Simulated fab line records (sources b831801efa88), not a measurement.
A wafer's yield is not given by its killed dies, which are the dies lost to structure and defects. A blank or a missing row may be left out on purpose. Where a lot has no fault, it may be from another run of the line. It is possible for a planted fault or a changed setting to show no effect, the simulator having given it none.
2 desks, one fault ; flow gf180mcu ; only its own numbers are on each desk; what lay behind them is given at the end

== THE TOOL OWNER'S DESK: cvd-w-01 ==
The tool's own readings at GF_V2_CVD_23 (deposits W, target thk 350 nm, time 104.94 s): means of the sampled wafers that have a number, for each lot that ran on this tool. Marked OUT: a lot whose mean sits more than 4 standard deviations from the usual mean, which makes it out of limits; the brackets give that distance.
Columns: A = chamber-pressure-Torr at GF_V2_CVD_23, usual 40.00 Torr; B = heater-power-w at GF_V2_CVD_23, usual 905 W
lot;first seen here;A;B
L991;day 20 07:37;39.99;826
L992;day 20 17:53;40.06;828
L103;day 24 20:30;40.06;847
L106;day 25 17:12;39.90;835
This desk's finding: nothing out of limits on any of the 4 lots.

== FROM THE METROLOGY DESK ==
What the gauges read for every lot (on any tool): the sampled wafers with a number, averaged. Marked OUT: a lot whose mean sits more than 4 standard deviations from the usual mean, which makes it out of limits; the brackets give that distance.
Columns: A = V2_BOW at GF_V2_BOW_MEAS_05, usual 98 um; B = V2_W_RS at GF_V2_RS_MEAS_24, usual 0.328 ohm/sq; C = V2_W_THK at GF_V2_THK_MEAS_25, usual 338 nm
lot;first seen here;A;B;C
L991;day 19 06:15;87;0.324;342
L992;day 19 16:58;83;0.326;338
L993;day 20 03:10;107;0.331;338
L996;day 21 04:36;103;0.328;336
L999;day 22 07:45;104;0.324;343
L103;day 23 21:14;94;0.357 (+7.9) OUT;310 (-6.2) OUT
L105;day 24 09:17;104;0.329;337
L106;day 24 18:50;92;0.340;329
L111;day 26 02:13;93;0.329;337
L112;day 26 12:05;99;0.329;338
L114;day 27 03:50;94;0.325;342
This desk finds L103 out of limits, with the earliest case on L103 at day 24 20:37 (V2_W_RS at GF_V2_RS_MEAS_24). L991, L992, L993, L996, L999, L105, L106, L111, L112, L114 stayed within limits.

== BROUGHT TOGETHER ==
L103 would have let the metrology desk raise an alarm at day 24 20:37.
The desk of the tool owner found nothing out of limits.
On record at the tool owner's desk: L103, within its limits.
The lots listed all ran GF_V2_CVD_23 on cvd-w-01.

== WHAT THE SIMULATOR HAD PUT IN ==
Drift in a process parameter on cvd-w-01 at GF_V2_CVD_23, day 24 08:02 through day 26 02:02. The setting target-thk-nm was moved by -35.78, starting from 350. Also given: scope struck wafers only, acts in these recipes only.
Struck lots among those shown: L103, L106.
Delay in hours, fault start to first out-of-limits reading, per desk: metrology desk 13.
